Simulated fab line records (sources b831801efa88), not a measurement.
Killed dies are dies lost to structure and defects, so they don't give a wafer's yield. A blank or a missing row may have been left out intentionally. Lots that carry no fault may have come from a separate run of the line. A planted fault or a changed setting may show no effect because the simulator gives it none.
A lot that was struck, set against a sound lot	flow sfqLine	42 steps out of a route of 325
Sound: the wafers L156.2, L156.3, L156.6. Struck: wafers L168.4, L168.5 (left out: L168.3, a lot-mate that was not struck); the cause follows at the end.
Per side, at each step with rows, come the tool, then ch with its chambers, and then its first start. Under that, the readings that differ: sound wafers	struck wafers	difference of the means	sigmas: that difference in standard deviations of wafers without a fault.
alike: readings whose means differ by less than 2 such deviations, and words and numbers that are the same on both sides. not compared: withheld readings, readings that some wafer has no value for, bounds like >300 that may hide the same value, and numbers for which the record gives no deviation and whose values overlap.
A row with sigmas, a row that says differs or no value, or rows on one side alone: a step with any of these is where the two part. When numbers do not overlap yet have no deviation, they are printed without sigmas and do not part them. A reading missing from all wafers of one side parts the sides only when that side holds two or more wafers.

first, 6 steps without rows for these wafers: SFQ_TRILAYER_C5_LITHO_COAT_156 (resist thk 62 nm); SFQ_TRILAYER_C5_LITHO_COAT_151 (resist thk 650 nm); SFQ_TRILAYER_C5_LITHO_SOFTBAKE_155; SFQ_TRILAYER_C5_LITHO_EXPOSE_152 (exposes mask C5, target cd 500 nm); SFQ_TRILAYER_C5_LITHO_PEB_154 (peb time 60 s); SFQ_TRILAYER_C5_LITHO_DEVELOP_153 (time 60 s).
SFQ_C5_OVL_MEAS_937:
  sound: overlay-02 at day 65 20:31; struck: overlay-01 at day 72 09:35
  alike: C5_OVL
SFQ_TRILAYER_C5_BARC_OPEN_VIA_ETCH_210: etches BARC in O2, target depth 125 nm, time 41.7 s.
  sound on rieDiel-03 ch 0,3, day 65 20:32; struck on rieDiel-04 ch 0,1, day 72 09:37
  alike: drypumpMotorCurrentA, oesProductAu
  not compared: rfHoursCounterH
SFQ_TRILAYER_C5_ETCH_VIA_ETCH_154: etches SiO2 in CHF3, stops on Nb, target depth 84 nm.
  sound on rieDiel-03 ch 0,3, day 65 20:35; struck on rieDiel-04 ch 0,1, day 72 09:39
  alike: drypumpMotorCurrentA, oesProductAu
SFQ_TRILAYER_C5_STRIP_STRIP_155: strips in O2.
  sound on rieMetal-02 ch 0,1, day 65 20:38; struck on rieMetal-04 ch 0, day 72 09:53
  alike: drypumpMotorCurrentA, oesProductAu
  not compared: rfHoursCounterH
then, 2 steps without rows for these wafers: SFQ_TRILAYER_C5_STRIP_SOLV_CLEAN_156 (cleans in NMP, time 600 s); SFQ_TRILAYER_M6_DEP_PRE_CLEAN_158 (time 22.5 s).
SFQ_TRILAYER_M6_DEP_SPUTTER_157: material Nb, target thk 200 nm, time 133.3 s.
  sound: pvdSputter-04 at day 65 21:26; struck: pvdSputter-04 at day 72 10:30
reading	sound	struck	difference	sigmas
model.Nb_of_TRILAYER_M6_DEP_SPUTTER_157.thkNm (nm)	199.9 196.2 196.5	224.1 220.8	+24.9	
  alike: throttleValvePct
SFQ_M6_RS_MEAS_938: uses a four-point probe to measure.
  sound: filmMetro-02 at day 65 21:33; struck: filmMetro-03 at day 72 10:38
reading	sound	struck	difference	sigmas
M6_NB_RS (ohm/sq)	0.889 0.905 0.903	0.795 0.806	-0.099	-8
then, 6 steps without rows for these wafers: SFQ_TRILAYER_M6_LITHO_COAT_164 (resist thk 62 nm); SFQ_TRILAYER_M6_LITHO_COAT_159 (resist thk 600 nm); SFQ_TRILAYER_M6_LITHO_SOFTBAKE_163; SFQ_TRILAYER_M6_LITHO_EXPOSE_160 (exposes mask M6, target cd 500 nm); SFQ_TRILAYER_M6_LITHO_PEB_162 (peb time 60 s); SFQ_TRILAYER_M6_LITHO_DEVELOP_161 (time 60 s).
SFQ_M6_OVL_MEAS_940:
  sound: overlay-02 at day 71 21:46; struck: overlay-02 at day 74 02:34
reading	sound	struck	difference	sigmas
M6_OVL (nm)	5 8 8	-9 -3	-13	-3
then, 1 step without rows for these wafers: SFQ_TRILAYER_M6_BARC_OPEN_METAL_ETCH_206 (etches BARC in O2, target depth 125 nm, time 41.7 s).
SFQ_TRILAYER_M6_ETCH_METAL_ETCH_162: etches Nb in Cl2/Ar, stops on SiO2, target depth 240 nm, time 120 s.
  sound on rieMetal-01 ch 0, day 71 21:51; struck on rieMetal-03 ch 1, day 74 02:41
reading	sound	struck	difference	sigmas
oesProductAu (a.u.)	0.891 0.883 0.881	0.949 0.943	+0.061	+8
  alike: drypumpMotorCurrentA
  not compared: rfHoursCounterH
SFQ_TRILAYER_M6_STRIP_STRIP_163: strips in O2.
  sound on rieMetal-01 ch 0, day 71 21:58; struck on rieMetal-03 ch 1, day 74 02:58
  alike: drypumpMotorCurrentA, oesProductAu
  not compared: rfHoursCounterH
then, 2 steps without rows for these wafers: SFQ_TRILAYER_M6_STRIP_SOLV_CLEAN_164 (cleans in NMP, time 600 s); SFQ_TRILAYER_I6_DEP_PECVD_165 (deposits SiO2 from SiH4/N2O, time 111.11 s, target thk 500 nm).
SFQ_TRILAYER_I6_CMP_CMP_166: polishes SiO2.
  sound on cmp-01 ch 0,1, day 71 23:56; struck on cmp-01 ch 0,2, day 74 08:14
reading	sound	struck	difference	sigmas
slurryFilterDpKPa (kPa)	13.17 13.36 13.43	13.84 13.45	+0.32	+2
  alike: motorCurrentA, platenRpm, timeToEndpointS
SFQ_I6_BOW_MEAS_941:
  sound: filmMetro-02 at day 72 02:27; struck: filmMetro-02 at day 74 10:16
  alike: I6_BOW
then, 7 steps without rows for these wafers: SFQ_TRILAYER_I6_METRO_MEASURE_167; SFQ_TRILAYER_I6_VIA_LITHO_COAT_174 (resist thk 62 nm); SFQ_TRILAYER_I6_VIA_LITHO_COAT_169 (resist thk 650 nm); SFQ_TRILAYER_I6_VIA_LITHO_SOFTBAKE_173; SFQ_TRILAYER_I6_VIA_LITHO_EXPOSE_170 (exposes mask I6, target cd 700 nm); SFQ_TRILAYER_I6_VIA_LITHO_PEB_172 (peb time 60 s); SFQ_TRILAYER_I6_VIA_LITHO_DEVELOP_171 (time 60 s).
SFQ_I6_OVL_MEAS_942:
  sound: overlay-02 at day 73 19:22; struck: overlay-01 at day 75 04:58
reading	sound	struck	difference	sigmas
I6_OVL (nm)	5 7 11	-10 -11	-18	-3
then, 5 steps without rows for these wafers: SFQ_TRILAYER_I6_VIA_BARC_OPEN_VIA_ETCH_235 (etches BARC in O2, target depth 125 nm, time 41.7 s); SFQ_TRILAYER_I6_VIA_ETCH_VIA_ETCH_172 (etches SiO2 in CHF3, stops on Nb, target depth 260 nm); SFQ_TRILAYER_I6_VIA_STRIP_STRIP_173 (strips in O2); SFQ_TRILAYER_I6_VIA_STRIP_SOLV_CLEAN_174 (cleans in NMP, time 600 s); SFQ_TRILAYER_M7_DEP_PRE_CLEAN_176 (time 22.5 s).
-- the record jumps here: 5 days lie between the struck wafers' starts before and after --
SFQ_M8_BOW_MEAS_951:
  sound: filmMetro-04 at day 78 03:13; struck: filmMetro-03 at day 80 16:17
reading	sound	struck	difference	sigmas
M8_BOW (um)	25 23 22	-3 0	-25	-2
model.etest.m6.ohmUm	1.774 1.807 1.807	1.58 1.606	-0.20	
model.etest.i5.linkOhm	2.297 2.31 2.317	2.161 2.185	-0.135	
model.etest.i6.linkOhm	1.865 1.884 1.881	1.798 1.8	-0.078	
model.etest.m6.ohmSq	0.8904 0.9069 0.9054	0.7941 0.8061	-0.1008	

== WHERE THEY PART ==
At SFQ_M6_RS_MEAS_938 first; at SFQ_M8_BOW_MEAS_951 last (within this record only).

WHY: what the simulator had put in
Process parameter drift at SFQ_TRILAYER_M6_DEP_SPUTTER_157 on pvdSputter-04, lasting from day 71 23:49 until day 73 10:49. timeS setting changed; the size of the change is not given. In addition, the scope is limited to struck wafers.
